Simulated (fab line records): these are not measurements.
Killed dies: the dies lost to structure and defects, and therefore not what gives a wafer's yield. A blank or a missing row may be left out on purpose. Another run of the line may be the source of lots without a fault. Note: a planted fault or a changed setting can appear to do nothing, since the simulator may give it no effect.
Which of the tools did it? | flow gf180mcu | 11 lots with 33 wafers sampled at 3 steps, on a route of 602 steps

WHAT THE GAUGES READ, wafer by wafer
GF_HV_LDD_CD_MEAS_46 targets a cd of 400 nm.
lot  | measured     | on        | cd nm (nm)
L591 | day 13 04:17 | cd sem-01 | 400.8 398.5 399.3
L593 | day 13 17:44 | cd sem-01 | 398.0 399.1 398.3
L595 | day 13 22:14 | cd sem-02 | 399.9 402.5 398.9
L597 | day 14 09:35 | cd sem-01 | 392.6 394.8 398.2
L599 | day 15 00:02 | cd sem-01 | 399.9 398.9 398.2
L598 | day 15 05:38 | cd sem-01 | 398.4 399.6 398.7
L601 | day 15 15:20 | cd sem-02 | - - -
L602 | day 15 23:03 | cd sem-01 | 395.6 398.5 397.0
L608 | day 18 01:19 | cd sem-02 | 393.6 395.4 395.9
L609 | day 18 07:05 | cd sem-01 | 403.4 402.7 404.4
L614 | day 19 19:06 | cd sem-02 | 392.8 397.1 396.3

GF_HV_LDD_TW_MEAS_50.
lot  | measured     | on            | HV_LDD_4_TW
L591 | day 13 04:42 | film metro-03 | 567 569 566
L593 | day 13 18:07 | film metro-02 | 577 575 574
L595 | day 13 22:39 | film metro-03 | 565 566 564
L597 | day 14 10:03 | film metro-01 | 576 576 576
L599 | day 15 00:26 | film metro-03 | 564 570 568
L598 | day 15 06:02 | film metro-02 | 573 576 572
L601 | day 15 15:45 | film metro-03 | 30 30 30
L602 | day 15 23:27 | film metro-01 | 574 573 571
L608 | day 18 01:43 | film metro-03 | 570 571 570
L609 | day 18 07:30 | film metro-02 | 574 574 573
L614 | day 19 19:28 | film metro-02 | 570 572 571

TOOL THAT RAN EACH LOT (tool first, then ch and the chambers of the sampled wafers, then the start)
lot  | GF_HV_LDD_EXPOSE_43
L591 | iline stepper-01 ch 0, day 12 19:08
L593 | iline stepper-01 ch 0, day 13 08:32
L595 | iline stepper-01 ch 0, day 13 12:47
L597 | iline stepper-01 ch 0, day 13 23:59
L599 | iline stepper-02 ch 0, day 14 14:10
L598 | iline stepper-02 ch 0, day 14 18:41
L601 | iline stepper-01 ch 0, day 15 04:26
L602 | iline stepper-02 ch 0, day 15 12:26
L608 | iline stepper-01 ch 0, day 17 14:04
L609 | iline stepper-01 ch 0, day 17 19:41
L614 | iline stepper-01 ch 0, day 19 07:17
- GF_HV_LDD_EXPOSE_43: exposes mask Pplus HV AREA, target cd 400 nm.

AS READ BY THE TOOLS THEMSELVES (means over the sampled wafers that have a number; for cases with no such wafer, the mark the record gives instead)
GF_HV_LDD_EXPOSE_43.
lot  | tool             | focus offset nm (nm)
L591 | iline stepper-01 | -0.2
L593 | iline stepper-01 | -0.3
L595 | iline stepper-01 | 0.3
L597 | iline stepper-01 | 0.0
L599 | iline stepper-02 | -0.6
L598 | iline stepper-02 | 0.3
L601 | iline stepper-01 | -0.1
L602 | iline stepper-02 | -0.6
L608 | iline stepper-01 | -0.4
L609 | iline stepper-01 | 0.2
L614 | iline stepper-01 | 0.4

THE ANSWER, worked out from the rows above alone
Rule: what is usual is taken from the lots themselves. The widest of any qualifying gaps counts: lots, ordered by their means at a reading, are off when they make up no more than a third of the lots, leave a main group of 4 or more, and stand apart from it by 3 or more times the standard deviation of that group's means. Not used: any main group whose means are identical at the precision the tables above print for the reading. Also off: a lot with no number at a reading for which 4 or more lots have one. All remaining lots with rows at the step are treated as sound. The gauges are gone through in route order, then the tools' own readings, and for those a lot's mean is taken as printed above. The first step at which some lot is off is used, and at that step the reading that is off furthest; a lot without a number counts as furthest.
Off, at GF_HV_LDD_CD_MEAS_46 on cd nm: L601. Without a number there: L601. Main group: mean 398.2 nm, sd 2.5.
If a tool, at a process step before that reading, ran all the lots that are off and no sound lot after the first of them, it fits. Not tried: the gauges at GF_HV_LDD_CD_MEAS_46; whatever is off there is also off at GF_HV_LDD_TW_MEAS_50, on other tools, and gauge error can't account for it. Not one of the candidates tried fits.

WHAT WAS PUT IN BY THE SIMULATOR
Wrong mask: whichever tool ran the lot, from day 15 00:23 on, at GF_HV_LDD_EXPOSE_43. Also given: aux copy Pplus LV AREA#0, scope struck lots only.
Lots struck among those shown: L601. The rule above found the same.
